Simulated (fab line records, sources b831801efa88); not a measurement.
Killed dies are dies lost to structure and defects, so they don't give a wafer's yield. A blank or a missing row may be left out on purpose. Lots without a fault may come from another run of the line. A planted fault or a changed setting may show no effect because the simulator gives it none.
Split-lot experiment | flow sky130 | 5 lots, 23 wafers read, on a route of 708 steps

THE SPLIT
At SKY_POLY_CUT_ETCH_10 (etches BARC in N2/H2, stops on SiO2, time 45.9 s, target depth 60 nm), the setting time_s was moved away from the recipe's 45.9 s on 8 of the 23 wafers read, by -14.9% to +10.2%. The other wafers ran this setting at the recipe's value.

The reading is taken at the split's own step.

THE READING
oes_product_au, in a.u., at SKY_POLY_CUT_ETCH_10 (etches BARC in N2/H2, stops on SiO2, time 45.9 s, target depth 60 nm). Fault-free wafers of this fab line usually give 0.854 a.u., standard deviation 0.0047 a.u..

wafer  | tool, chamber at the split | time_s as run, s | against the recipe | oes_product_au, a.u. | against lot-mates on the recipe
L076.1 | rie_diel-03, 3             | 45.9             | recipe             | 0.854                | -
L076.2 | rie_diel-03, 0             | 45.9             | recipe             | 0.856                | -
L076.4 | rie_diel-03, 2             | 39.08            | -14.9%             | 0.938                | +0.082
L076.5 | rie_diel-03, 2             | 45.9             | recipe             | 0.857                | -
L076.6 | rie_diel-03, 1             | 39.08            | -14.9%             | 0.945                | +0.089
L079.1 | rie_diel-03, 2             | 45.9             | recipe             | 0.849                | -
L079.3 | rie_diel-03, 1             | 45.9             | recipe             | 0.863                | -
L079.4 | rie_diel-03, 3             | 45.9             | recipe             | 0.845                | -
L079.5 | rie_diel-03, 3             | 45.9             | recipe             | 0.859                | -
L079.6 | rie_diel-03, 0             | 45.9             | recipe             | 0.858                | -
L080.2 | rie_diel-02, 0             | 41.56            | -9.5%              | 0.908                | +0.055
L080.3 | rie_diel-02, 3             | 41.56            | -9.5%              | 0.903                | +0.050
L080.4 | rie_diel-02, 2             | 45.9             | recipe             | 0.857                | -
L080.5 | rie_diel-02, 1             | 41.56            | -9.5%              | 0.904                | +0.051
L080.6 | rie_diel-02, 0             | 45.9             | recipe             | 0.850                | -
L084.3 | rie_diel-03, 1             | 45.9             | recipe             | 0.863                | -
L084.4 | rie_diel-03, 0             | 45.9             | recipe             | 0.858                | -
L084.6 | rie_diel-03, 2             | 45.9             | recipe             | 0.857                | -
L083.1 | rie_diel-04, 0             | 45.9             | recipe             | 0.850                | -
L083.3 | rie_diel-04, 3             | 50.57            | +10.2%             | 0.837                | -0.016
L083.4 | rie_diel-04, 2             | 50.57            | +10.2%             | 0.838                | -0.015
L083.5 | rie_diel-04, 1             | 50.57            | +10.2%             | 0.831                | -0.022
L083.6 | rie_diel-04, 2             | 45.9             | recipe             | 0.857                | -

THE FIT
A straight line over all 23 wafers: oes_product_au changes by -0.00432 a.u. for each +1% of time_s; r = -0.94; the points scatter about the line by 0.011 a.u..
The same after taking each lot's own level away (the mean of its wafers on the recipe; 23 wafers): -0.0043 a.u. for each +1%; r = -0.93; scatter 0.011 a.u..
On that fit, the largest move of time_s shifts the reading by 0.064 a.u..
The lots' own levels span 0.8535 to 0.8593 a.u., that is 1.2 times the standard deviation above.
So the lot-to-lot level changes the slope little: the two slopes agree.
Check: with one of the wafers moved furthest among these (-14.9%) left out of the fit, the line predicts +0.0669 a.u. for it against its lot-mates. It came out at +0.0823 a.u. against them.
Tool readings at the split's step, against how far the setting was moved: oes_product_au r = -0.94.

THE WHOLE CHAIN: every reading that the file lists as answering this split, in the file's order
step                 | what it does                                                         | reading                                                                               | change (the file's fit)                   | r (the file's)
SKY_POLY_CUT_ETCH_10 | etches BARC in N2/H2, stops on SiO2, time 45.9 s, target depth 60 nm | oes_product_au                                                                        | -0.00471 a.u. for each +1% of the setting | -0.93
SKY_POLY_CUT_ETCH_10 | etches BARC in N2/H2, stops on SiO2, time 45.9 s, target depth 60 nm | KrF-thick_of_POLY_CUT_COAT_03.thk_nm (the simulator's own value, which no gauge read) | -0.319 nm for each +1% of the setting     | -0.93

THE FILE'S OWN FIT
oes_product_au changes by -0.00471 a.u. for each +1% of time_s, r = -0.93.
